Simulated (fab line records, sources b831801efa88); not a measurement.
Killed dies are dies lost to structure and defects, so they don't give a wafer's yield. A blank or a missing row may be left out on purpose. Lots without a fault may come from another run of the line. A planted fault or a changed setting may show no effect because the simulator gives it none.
fab line records | flow sky130 | part 1 of 2: steps 1 to 28 of 39
record lots=5 wafers=15 last_day=49
route steps=708 shown LDD_HVP@282 LDD_LDN@289 SPACER@304 POLY_CUT@307 SD_P@320
lots that met no fault: from a run of the same line without faults
start_h: hours from the record's first day to the start of the lot's first wafer shown | wait_h: hours since the lot's step before | " the same as in the row above | L1.1+2: a row that stands for several wafers | - no value, or no start given | * or withheld: withheld | < > ~ a bound
route shown NAME@n: a module of which the file shows steps, and the number in the route of the first | usual: mean/standard deviation of fault-free wafers | same: alike in all rows | chamber/n: place in a boat | sites: the reading at each site | _std_site: their standard deviation | _edge_site: outer sites' mean less inner sites' | radius_mm: how far each site lies from the wafer's centre | mask NAME#n: copy n | behind: the tool/chamber that last shaped the wafer | hold: why the lot was held/for how many hours/how that ended | device: the transistor (n, p or np) that didn't switch | end of line: the same wafers' tests at the end of the route | a step without rows: its recipe alone | killed: dies lost to structure and defects at the first sort, not the wafer's yield | map: a wafer's dies, x killed, . not, _ none there
set.NAME: the setting as run; set.NAME@STEP: as run at that earlier step | model.NAME: the simulator's own value behind a step, which no gauge read
lots at some steps of the route; a table a step, a row a wafer
services: from which hour (start_h, from the record's first day; less than 0 if before it) a tool's chamber was out of use, for how many hours, and why
## steps
# step SKY_LDD_HVP_EXPOSE_04
# recipe mask_id=HVPTM na=0.6 source_shape=conventional sigma_outer=0.6 polarization=unpolarized target_cd_nm=700 dose_mj=86
# columns lot.wafer tool chamber start_h wait_h mask
L079.2+3+4 iline_stepper-02 0 - - HVPTM#0
L085.2+3+5 iline_stepper-02 0 - - HVPTM#0
L089.1+2+5 iline_stepper-01 0 - - HVPTM#0
L086.2+4+6 iline_stepper-02 0 - - HVPTM#0
L091.1+5+6 iline_stepper-01 0 - - HVPTM#0
# step SKY_LDD_HVP_PEB_05
# recipe temp_c=withheld time_s=* resist=NOVOLAK
# columns lot.wafer tool chamber start_h wait_h
L079.2+3+4 litho_track-04 0 - -
L085.2+3+5 litho_track-03 0 - -
L089.1+2+5 litho_track-03 0 - -
L086.2+4+6 litho_track-04 0 - -
L091.1+5+6 litho_track-04 0 - -
# step SKY_LDD_HVP_DEVELOP_06
# recipe resist=NOVOLAK developer=TMAH develop_time_s=60 dev_temp_c=23
# columns lot.wafer tool chamber start_h wait_h
L079.2+3+4 litho_track-04 0 548.73 0.1
L085.2+3+5 litho_track-03 0 606.24 0.1
L089.1+2+5 litho_track-03 0 658.52 0.1
L086.2+4+6 litho_track-04 0 659.13 0.1
L091.1+5+6 litho_track-04 0 661.45 0.1
# step SKY_LDD_HVP_OVL_MEAS_07
# usual LDD_HVP_OVL=-0.9/1.4
# columns lot.wafer tool chamber start_h wait_h LDD_HVP_OVL[nm]
L079.2 overlay-02 - 548.86 0.1 -0.7
L079.3 " - " " -1.1
L079.4 " - " " -1.2
L085.2 overlay-01 - 606.38 0.1 -1.1
L085.3 " - " " -0.5
L085.5 " - " " 0.3
L089.1 overlay-01 - 658.67 0.1 -2.4
L089.2 " - " " -2.5
L089.5 " - " " -2.1
L086.2 overlay-01 - 659.26 0.1 -0.3
L086.4 " - " " -0.8
L086.6 " - " " -1.1
L091.1 overlay-01 - 661.60 0.1 -1.0
L091.5 " - " " -0.4
L091.6 " - " " -0.3
# step SKY_LDD_HVP_IMPLANT_08
# recipe species=B energy_kev=20 dose_cm2=1.7e+13 tilt_deg=17.9
# usual dose_ions_cm2=1.6995e+13/1.6e+10
# columns lot.wafer tool chamber start_h wait_h dose_ions_cm2
L079.2 implanter-01 0 548.92 0.0 1.6998e+13
L079.3 " 0 " " 1.6991e+13
L079.4 " 0 " " 1.7007e+13
L085.2 implanter-01 0 606.43 0.0 1.6988e+13
L085.3 " 0 " " 1.6992e+13
L085.5 " 0 " " 1.698e+13
L089.1 implanter-03 0 658.71 0.0 1.7012e+13
L089.2 " 0 " " 1.6997e+13
L089.5 " 0 " " 1.6977e+13
L086.2 implanter-02 0 659.32 0.0 1.6988e+13
L086.4 " 0 " " 1.698e+13
L086.6 " 0 " " 1.6997e+13
L091.1 implanter-02 0 661.64 0.0 1.7014e+13
L091.5 " 0 " " 1.6984e+13
L091.6 " 0 " " 1.7001e+13
# step SKY_LDD_HVP_STRIP_09
# recipe chemistry=O2/N2 power_w=1400 pressure_mtorr=1500 platen_temp_c=withheld o2_flow_sccm=3000 n2_flow_sccm=300 overash_fraction=0.5
# usual drypump_motor_current_A=5.6/0.43 oes_product_au=0.409/0.0047 strip_time_to_endpoint_s=4.134/0.015
# columns lot.wafer tool chamber start_h wait_h drypump_motor_current_A oes_product_au rf_hours_counter_h strip_time_to_endpoint_s
L079.2 plasma_asher-03 1 549.04 0.1 5.3 0.410 39 4.135
L079.3 " 1 " " 5.3 0.412 - 4.141
L079.4 " 0 " " 5.7 0.412 - 4.138
L085.2 plasma_asher-04 0 606.56 0.1 6.3 0.413 18 4.117
L085.3 " 1 " " 5.1 0.417 - 4.153
L085.5 " 0 " " 6.3 0.406 - 4.148
L089.1 plasma_asher-04 0 658.86 0.1 6.3 0.412 23 4.123
L089.2 " 1 " " 5.1 0.405 23 4.110
L089.5 " 1 " " 5.1 0.410 - 4.115
L086.2 plasma_asher-01 0 659.44 0.1 5.4 0.411 95 4.137
L086.4 " 0 " " 5.4 0.408 - 4.133
L086.6 " 1 " " 5.8 0.398 - 4.129
L091.1 plasma_asher-03 0 661.79 0.1 5.8 0.405 50 4.119
L091.5 " 0 " " 5.8 0.408 - 4.111
L091.6 " 1 " " 5.3 0.404 - 4.114
# step SKY_LDD_HVP_TW_MEAS_10
# usual LDD_HVP_TW=456/3.1
# columns lot.wafer tool chamber start_h wait_h LDD_HVP_TW
L079.2 film_metro-04 - 549.15 0.1 454
L079.3 " - " " 456
L079.4 " - " " 454
L085.2 film_metro-01 - 606.67 0.1 449
L085.3 " - " " 453
L085.5 " - " " 448
L089.1 film_metro-01 - 658.96 0.1 450
L089.2 " - " " 450
L089.5 " - " " 450
L086.2 film_metro-02 - 659.55 0.1 454
L086.4 " - " " 458
L086.6 " - " " 459
L091.1 film_metro-04 - 661.89 0.1 455
L091.5 " - " " 455
L091.6 " - " " 456
# step SKY_LDD_LDN_DEHYDRATE_00
# recipe temp_c=200 time_s=60
# columns lot.wafer tool chamber start_h wait_h
L079.2+3+4 litho_track-01 0 564.19 15.0
L085.2+3+5 litho_track-04 0 620.43 13.8
L089.1+2+5 litho_track-03 0 672.72 13.8
L086.2+4+6 litho_track-04 0 673.63 14.1
L091.1+5+6 litho_track-04 0 675.65 13.8
# step SKY_LDD_LDN_HMDS_01
# recipe prime_time_s=60 prime_temp_c=120
# usual prime_temp_c=120.00/0.13
# columns lot.wafer tool chamber start_h wait_h prime_temp_c
L079.2 litho_track-01 0 564.34 0.1 119.95
L079.3 " 0 " " 120.07
L079.4 " 0 " " 119.97
L085.2 litho_track-04 0 620.58 0.1 120.01
L085.3 " 0 " " 120.15
L085.5 " 0 " " 119.95
L089.1 litho_track-03 0 672.87 0.1 120.01
L089.2 " 0 " " 120.00
L089.5 " 0 " " 119.97
L086.2 litho_track-04 0 673.78 0.1 120.18
L086.4 " 0 " " 120.10
L086.6 " 0 " " 119.99
L091.1 litho_track-04 0 675.80 0.1 120.12
L091.5 " 0 " " 119.96
L091.6 " 0 " " 119.99
# step SKY_LDD_LDN_COAT_02
# recipe resist=NOVOLAK spin_rpm=3000 resist_thk_nm=1140
# usual dispense_pressure_kPa=53/3.8
# columns lot.wafer tool chamber start_h wait_h dispense_pressure_kPa
L079.2 litho_track-01 0 564.49 0.1 47
L079.3 " 0 " " 47
L079.4 " 0 " " 47
L085.2 litho_track-04 0 620.73 0.1 55
L085.3 " 0 " " 55
L085.5 " 0 " " 55
L089.1 litho_track-03 0 673.02 0.1 56
L089.2 " 0 " " 56
L089.5 " 0 " " 56
L086.2 litho_track-04 0 673.93 0.1 55
L086.4 " 0 " " 55
L086.6 " 0 " " 55
L091.1 litho_track-04 0 675.95 0.1 55
L091.5 " 0 " " 55
L091.6 " 0 " " 55
# step SKY_LDD_LDN_SOFTBAKE_03
# recipe temp_c=90 time_s=60 resist=NOVOLAK
# columns lot.wafer tool chamber start_h wait_h
L079.2+3+4 litho_track-01 0 564.64 0.1
L085.2+3+5 litho_track-04 0 620.88 0.1
L089.1+2+5 litho_track-03 0 673.17 0.1
L086.2+4+6 litho_track-04 0 674.08 0.1
L091.1+5+6 litho_track-04 0 676.10 0.1
# step SKY_LDD_LDN_EXPOSE_04
# recipe mask_id=LDNTM na=0.6 source_shape=conventional sigma_outer=0.6 polarization=unpolarized target_cd_nm=700 dose_mj=140
# columns lot.wafer tool chamber start_h wait_h mask
L079.2+3+4 iline_stepper-01 0 - - LDNTM#0
L085.2+3+5 iline_stepper-02 0 - - LDNTM#0
L089.1+2+5 iline_stepper-02 0 - - LDNTM#0
L086.2+4+6 iline_stepper-02 0 - - LDNTM#0
L091.1+5+6 iline_stepper-02 0 - - LDNTM#0
# step SKY_LDD_LDN_PEB_05
# recipe temp_c=withheld time_s=* resist=NOVOLAK
# columns lot.wafer tool chamber start_h wait_h
L079.2+3+4 litho_track-04 0 - -
L085.2+3+5 litho_track-01 0 - -
L089.1+2+5 litho_track-04 0 - -
L086.2+4+6 litho_track-04 0 - -
L091.1+5+6 litho_track-04 0 - -
# step SKY_LDD_LDN_DEVELOP_06
# recipe resist=NOVOLAK developer=TMAH develop_time_s=60 dev_temp_c=23
# columns lot.wafer tool chamber start_h wait_h
L079.2+3+4 litho_track-04 0 578.98 0.1
L085.2+3+5 litho_track-01 0 635.49 0.1
L089.1+2+5 litho_track-04 0 688.20 0.1
L086.2+4+6 litho_track-04 0 688.83 0.1
L091.1+5+6 litho_track-04 0 689.75 0.1
# step SKY_LDD_LDN_OVL_MEAS_07
# usual LDD_LDN_OVL=0.9/1.5
# columns lot.wafer tool chamber start_h wait_h LDD_LDN_OVL[nm]
L079.2 overlay-02 - 579.11 0.1 1.5
L079.3 " - " " 1.4
L079.4 " - " " 3.3
L085.2 overlay-01 - 635.62 0.1 1.5
L085.3 " - " " 1.1
L085.5 " - " " 0.6
L089.1 overlay-01 - 688.35 0.1 -0.9
L089.2 " - " " -1.2
L089.5 " - " " -1.3
L086.2 overlay-01 - 688.96 0.1 1.3
L086.4 " - " " 0.7
L086.6 " - " " -0.6
L091.1 overlay-02 - 689.90 0.1 3.1
L091.5 " - " " 4.0
L091.6 " - " " 3.2
# step SKY_LDD_LDN_IMPLANT_08
# recipe species=As energy_kev=15 dose_cm2=1.25e+13 tilt_deg=withheld rotation_deg=23
# usual dose_ions_cm2=1.2499e+13/1.3e+10
# columns lot.wafer tool chamber start_h wait_h dose_ions_cm2
L079.2 implanter-03 0 579.17 0.0 1.2523e+13
L079.3 " 0 " " 1.2508e+13
L079.4 " 0 " " 1.2516e+13
L085.2 implanter-03 0 635.67 0.0 1.251e+13
L085.3 " 0 " " 1.2501e+13
L085.5 " 0 " " 1.2507e+13
L089.1 implanter-01 0 688.39 0.0 1.2512e+13
L089.2 " 0 " " 1.2503e+13
L089.5 " 0 " " 1.2502e+13
L086.2 implanter-04 0 689.02 0.0 1.2502e+13
L086.4 " 0 " " 1.2492e+13
L086.6 " 0 " " 1.2517e+13
L091.1 implanter-01 0 689.94 0.0 1.2508e+13
L091.5 " 0 " " 1.2488e+13
L091.6 " 0 " " 1.2501e+13
# step SKY_LDD_LDN_IMPLANT_09
# recipe species=As energy_kev=15 dose_cm2=1.25e+13 tilt_deg=withheld rotation_deg=113
# usual dose_ions_cm2=1.2503e+13/1.3e+10
# columns lot.wafer tool chamber start_h wait_h dose_ions_cm2
L079.2 implanter-03 0 579.32 0.1 1.2468e+13
L079.3 " 0 " " 1.2512e+13
L079.4 " 0 " " 1.2507e+13
L085.2 implanter-03 0 635.82 0.1 1.2501e+13
L085.3 " 0 " " 1.2525e+13
L085.5 " 0 " " 1.2489e+13
L089.1 implanter-01 0 688.54 0.1 1.2501e+13
L089.2 " 0 " " 1.2464e+13
L089.5 " 0 " " 1.2491e+13
L086.2 implanter-04 0 689.17 0.1 1.2518e+13
L086.4 " 0 " " 1.2508e+13
L086.6 " 0 " " 1.2495e+13
L091.1 implanter-01 0 690.09 0.1 1.2493e+13
L091.5 " 0 " " 1.2501e+13
L091.6 " 0 " " 1.2496e+13
# step SKY_LDD_LDN_IMPLANT_10
# recipe species=As energy_kev=15 dose_cm2=1.25e+13 tilt_deg=withheld rotation_deg=203
# usual dose_ions_cm2=1.2502e+13/1.4e+10
# columns lot.wafer tool chamber start_h wait_h dose_ions_cm2
L079.2 implanter-03 0 579.47 0.1 1.2498e+13
L079.3 " 0 " " 1.249e+13
L079.4 " 0 " " 1.2512e+13
L085.2 implanter-03 0 635.97 0.1 1.2495e+13
L085.3 " 0 " " 1.2518e+13
L085.5 " 0 " " 1.2505e+13
L089.1 implanter-01 0 688.69 0.1 1.2504e+13
L089.2 " 0 " " 1.2494e+13
L089.5 " 0 " " 1.2472e+13
L086.2 implanter-04 0 689.32 0.1 1.2497e+13
L086.4 " 0 " " 1.248e+13
L086.6 " 0 " " 1.2506e+13
L091.1 implanter-01 0 690.24 0.1 1.25e+13
L091.5 " 0 " " 1.2512e+13
L091.6 " 0 " " 1.2509e+13
# step SKY_LDD_LDN_IMPLANT_11
# recipe species=As energy_kev=15 dose_cm2=1.25e+13 tilt_deg=withheld rotation_deg=293
# usual dose_ions_cm2=1.2501e+13/1.6e+10
# columns lot.wafer tool chamber start_h wait_h dose_ions_cm2
L079.2 implanter-03 0 579.62 0.1 1.2496e+13
L079.3 " 0 " " 1.2498e+13
L079.4 " 0 " " 1.2506e+13
L085.2 implanter-03 0 636.12 0.1 1.2486e+13
L085.3 " 0 " " 1.2502e+13
L085.5 " 0 " " 1.2512e+13
L089.1 implanter-01 0 688.84 0.1 1.2514e+13
L089.2 " 0 " " 1.2517e+13
L089.5 " 0 " " 1.2517e+13
L086.2 implanter-04 0 689.47 0.1 1.2522e+13
L086.4 " 0 " " 1.2514e+13
L086.6 " 0 " " 1.2524e+13
L091.1 implanter-01 0 690.39 0.1 1.2483e+13
L091.5 " 0 " " 1.2484e+13
L091.6 " 0 " " 1.2507e+13
# step SKY_LDD_LDN_STRIP_12
# recipe chemistry=O2/N2 power_w=1400 pressure_mtorr=1500 platen_temp_c=withheld o2_flow_sccm=3000 n2_flow_sccm=300 overash_fraction=0.5
# usual drypump_motor_current_A=5.8/0.51 oes_product_au=0.716/0.0042 strip_time_to_endpoint_s=14.20/0.036
# columns lot.wafer tool chamber start_h wait_h drypump_motor_current_A oes_product_au rf_hours_counter_h strip_time_to_endpoint_s
L079.2 plasma_asher-04 1 579.74 0.1 5.1 0.723 15 14.14
L079.3 " 1 " " 5.0 0.707 - 14.11
L079.4 " 0 " " 6.3 0.715 - 14.12
L085.2 plasma_asher-02 0 636.25 0.1 6.4 0.708 82 14.22
L085.3 " 0 " " 6.4 0.716 - 14.22
L085.5 " 1 " " 6.3 0.719 - 14.20
L089.1 plasma_asher-04 0 688.99 0.1 6.3 0.720 26 14.20
L089.2 " 1 " " 5.1 0.713 26 14.21
L089.5 " 1 " " 5.1 0.716 - 14.20
L086.2 plasma_asher-02 0 689.59 0.1 6.4 0.716 87 14.26
L086.4 " 0 " " 6.4 0.711 - 14.21
L086.6 " 0 " " 6.4 0.713 - 14.22
L091.1 plasma_asher-04 1 690.54 0.1 5.1 0.721 26 14.27
L091.5 " 0 " " 6.3 0.714 - 14.24
L091.6 " 1 " " 5.0 0.713 - 14.26
# step SKY_LDD_LDN_TW_MEAS_13
# usual LDD_LDN_TW=1475/9.1
# columns lot.wafer tool chamber start_h wait_h LDD_LDN_TW
L079.2 film_metro-01 - 579.85 0.1 1468
L079.3 " - " " 1468
L079.4 " - " " 1470
L085.2 film_metro-03 - 636.36 0.1 1467
L085.3 " - " " 1470
L085.5 " - " " 1469
L089.1 film_metro-04 - 689.09 0.1 1491
L089.2 " - " " 1484
L089.5 " - " " 1479
L086.2 film_metro-03 - 689.70 0.1 1466
L086.4 " - " " 1473
L086.6 " - " " 1467
L091.1 film_metro-04 - 690.64 0.1 1476
L091.5 " - " " 1482
L091.6 " - " " 1477
# step SKY_LDD_LDN_CLEAN_14
# recipe chemistry=SC1/SC2 mix=1:4:20 temp_c=70 time_s=150 dry=n2_spin
# columns lot.wafer tool chamber start_h wait_h
L079.2+3+4 wet_bench-04 2 579.90 0.0
L085.2+3+5 wet_bench-04 1 636.41 0.0
L089.1+2+5 wet_bench-03 2 689.15 0.1
L086.2+4+6 wet_bench-03 0 689.75 0.0
L091.1+5+6 wet_bench-03 0 690.70 0.1
# step SKY_SPACER_CVD_00
# recipe material=Si3N4 precursor=DCS/NH3 target_thk_nm=43.1 temp_c=770 time_s=740 pressure_mtorr=250
# usual pressure_mtorr=249.9/0.53
# columns lot.wafer tool chamber start_h wait_h pressure_mtorr
L079.2 lpcvd-02 1 579.95 0.0 249.8
L079.3 " 1 " " 249.3
L079.4 " 1 " " 249.8
L085.2 lpcvd-02 0 638.14 1.7 250.6
L085.3 " 0 " " 250.2
L085.5 " 0 " " 249.7
L086.2 lpcvd-02 1 690.11 0.3 250.6
L086.4 " 1 " " 250.9
L086.6 " 1 " " 249.6
L089.1 lpcvd-02 0 690.11 0.9 249.5
L089.2 " 0 " " 248.9
L089.5 " 0 " " 249.7
L091.1 lpcvd-02 0 691.31 0.6 249.4
L091.5 " 0 " " 249.7
L091.6 " 0 " " 250.4
# step SKY_SPACER_THK_MEAS_01
# recipe reads=Si3N4_of_SPACER_CVD_00
# usual SPACER_CVD_00_THK=42.7/0.42
# columns lot.wafer tool chamber start_h wait_h SPACER_CVD_00_THK[nm]
L079.2 film_metro-01 - 581.17 0.0 42.4
L079.3 " - " " 42.4
L079.4 " - " " 42.6
L085.2 film_metro-01 - 639.96 0.0 43.6
L085.3 " - " " 43.5
L085.5 " - " " 43.2
L089.1 film_metro-03 - 691.31 0.0 42.7
L089.2 " - " " 43.3
L089.5 " - " " 42.8
L086.2 film_metro-02 - 691.32 0.0 42.4
L086.4 " - " " 42.7
L086.6 " - " " 42.7
L091.1 film_metro-01 - 692.52 0.0 42.3
L091.5 " - " " 42.3
L091.6 " - " " 42.4
# step SKY_SPACER_ETCHBACK_02
# recipe chemistry=CH3F/O2 target=Si3N4 stop_on=SiO2 source_w=400 bias_w=80 pressure_mtorr=25 ch3f_flow_sccm=40 O2_flow_sccm=30 time_s=46.7 target_depth_a=450
# usual drypump_motor_current_A=5.8/0.52 oes_product_au=0.851/0.0066 throttle_valve_pct=10.562/0.0098
# columns lot.wafer tool chamber start_h wait_h drypump_motor_current_A oes_product_au rf_hours_counter_h throttle_valve_pct
L079.2 rie_diel-01 3 581.22 0.0 6.4 0.849 2 10.582
L079.3 " 0 " " 5.4 0.856 36 10.569
L079.4 " 3 " " 6.4 0.855 - 10.572
L085.2 rie_diel-03 2 640.01 0.0 5.9 0.863 7 10.572
L085.3 " 0 " " 5.8 0.858 4 10.569
L085.5 " 0 " " 5.8 0.852 - 10.559
L086.2 rie_diel-01 1 691.37 0.0 4.9 0.841 13 10.555
L086.4 " 0 " " 5.4 0.852 39 10.560
L086.6 " 3 " " 6.4 0.844 - 10.564
L089.1 rie_diel-04 0 691.37 0.1 6.0 0.850 2 10.558
L089.2 " 3 " " 6.5 0.860 6 10.535
L089.5 " 1 " " 5.5 0.861 - 10.565
L091.1 rie_diel-04 0 692.58 0.1 6.0 0.841 2 10.555
L091.5 " 0 " " 6.0 0.852 - 10.568
L091.6 " 1 " " 5.5 0.845 - 10.575
# step SKY_POLY_CUT_DEHYDRATE_00
# recipe temp_c=200 time_s=60
# columns lot.wafer tool chamber start_h wait_h
L079.2+3+4 litho_track-02 0 596.68 15.4
L085.2+3+5 litho_track-01 0 653.74 13.7
L089.1+2+5 litho_track-02 0 704.65 13.3
L086.2+4+6 litho_track-04 0 704.83 13.4
L091.1+5+6 litho_track-02 0 706.45 13.9
# step SKY_POLY_CUT_HMDS_01
# recipe prime_time_s=60 prime_temp_c=120
# usual prime_temp_c=119.97/0.14
# columns lot.wafer tool chamber start_h wait_h prime_temp_c
L079.2 litho_track-02 0 596.83 0.1 119.89
L079.3 " 0 " " 120.06
L079.4 " 0 " " 120.05
L085.2 litho_track-01 0 653.89 0.1 119.91
L085.3 " 0 " " 119.66
L085.5 " 0 " " 119.87
L089.1 litho_track-02 0 704.80 0.1 120.18
L089.2 " 0 " " 120.30
L089.5 " 0 " " 120.27
L086.2 litho_track-04 0 704.98 0.1 120.16
L086.4 " 0 " " 120.14
L086.6 " 0 " " 120.10
L091.1 litho_track-02 0 706.60 0.1 119.98
L091.5 " 0 " " 120.34
L091.6 " 0 " " 120.13
# step SKY_POLY_CUT_COAT_02
# recipe resist=BARC temp_c=withheld time_s=withheld spin_rpm=3000 resist_thk_nm=60
# usual dispense_pressure_kPa=52/4
# columns lot.wafer tool chamber start_h wait_h dispense_pressure_kPa
L079.2 litho_track-02 0 596.98 0.1 56
L079.3 " 0 " " 56
L079.4 " 0 " " 56
L085.2 litho_track-01 0 654.04 0.1 47
L085.3 " 0 " " 47
L085.5 " 0 " " 47
L089.1 litho_track-02 0 704.95 0.1 56
L089.2 " 0 " " 56
L089.5 " 0 " " 56
L086.2 litho_track-04 0 705.13 0.1 55
L086.4 " 0 " " 55
L086.6 " 0 " " 55
L091.1 litho_track-02 0 706.75 0.1 56
L091.5 " 0 " " 56
L091.6 " 0 " " 56
